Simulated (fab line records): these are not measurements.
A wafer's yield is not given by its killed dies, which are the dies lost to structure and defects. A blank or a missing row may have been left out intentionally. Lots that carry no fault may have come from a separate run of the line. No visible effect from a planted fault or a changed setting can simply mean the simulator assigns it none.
Problem report, 8D (eight disciplines) form, completed by code    flow sky130    the parts of the form that need people (team, actions taken, sign-off) are left out

== 1. WHAT WENT WRONG ==
cathode_dc_power_W at SKY_CAPM_SPUTTER_02 reads a mean of 6289.0 W on 1 wafer of 1 lot; wafers without a fault read 6500.0 W with a standard deviation of 1.2. So: -99 or more standard deviations from the usual mean.
The step: material TiN, target thk 200 nm, time 166.7 s.
Earliest sighting: wafer L260.1 on pvd_sputter-03 at day 42 21:12. At this step, 36 wafers from 12 lots have a number in the record. Rule for "out" (also "out of limits"): further than 4 standard deviations from the usual mean. The other wafers with a number count as sound.

== 2. WHAT IT IS AND WHAT IT IS NOT ==
question                     is                  is not
which readings at this step  cathode_dc_power_W  substrate_temp_c, throttle_valve_pct
which lots                   L260                L239, L241, L242, L245, L246, L247, L248, L249, L250, L254, L261
which wafers of those lots   L260.1              L260.2, L260.4
read on which tools          pvd_sputter-03      pvd_sputter-01, pvd_sputter-04
when                         from day 42 21:12   up to then (32 sound wafers); but 3 sound wafers of L261 came after

== 3. THE SUSPECTS, EACH WITH WHAT RULES IT OUT ==
Counting: a tool at a process step up to the reading stays a suspect if it ran every lot that is out. Sound lots after the first of them don't rule it out here, since some wafers of a struck lot are sound.
- cvd_w-01 at SKY_VIA2_CVD_21 (deposits W, target thk 420 nm, time 126.4 s): kept. The lot that is out, L260, ran on it at day 42 20:20; the last sound lot it ran before that was L248, at day 39 12:31.
- pecvd-04 at SKY_CAPM_CVD_00 (deposits SiO2, target thk 15.5 nm): kept. The lot that is out, L260, ran on it at day 42 21:07; the last sound lot it ran before that was L254, at day 41 08:55.
- pvd_sputter-03 at SKY_CAPM_SPUTTER_02 (material TiN, target thk 200 nm, time 166.7 s): kept. The lot that is out, L260, ran on it at day 42 21:12; the last sound lot it ran before that was L249, at day 39 11:21. Out on those wafers are its own readings of cathode_dc_power_W.
- At SKY_CAPM_CVD_00 on pecvd-04, chamber 0 took the sound wafers of the same lots and chamber 2 took the wafers that are out.
The count leaves cvd_w-01 at SKY_VIA2_CVD_21, pecvd-04 at SKY_CAPM_CVD_00, and pvd_sputter-03 at SKY_CAPM_SPUTTER_02.

== 4. THE CAUSE (what the simulator had put in) ==
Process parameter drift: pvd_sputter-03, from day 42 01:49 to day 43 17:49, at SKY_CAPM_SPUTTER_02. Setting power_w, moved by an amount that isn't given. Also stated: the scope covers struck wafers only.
Counting leaves 3 suspects; this tool is one of them.

== 5. SEQUENCE OF EFFECTS, ordered by route ==
Each row: a reading whose mean over the struck wafers that have a number lies more than 3 standard deviations from the usual. Only readings for which the record gives a usual standard deviation are gone through. hours: the time from each lot's start at the first step in this table that gives one to its start at this step, as a median over the lots. sigmas: the change in usual standard deviations.
hours  step                 reading             usual        on struck wafers  change  sigmas
0      SKY_CAPM_SPUTTER_02  cathode_dc_power_W  6500.0 W     6289.0            -211.0  -99 or more
0      SKY_CAPM_RS_MEAS_03  CAPM_TIN_RS         6.92 ohm/sq  7.13              +0.21   +3.1
Its process steps:
- SKY_CAPM_SPUTTER_02: material TiN, target thk 200 nm, time 166.7 s.

== 6. HOW IT WOULD HAVE BEEN CAUGHT EARLIER ==
In this record no reading fell out of limits until day 42 21:12, 19 hours after the fault had begun at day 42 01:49.
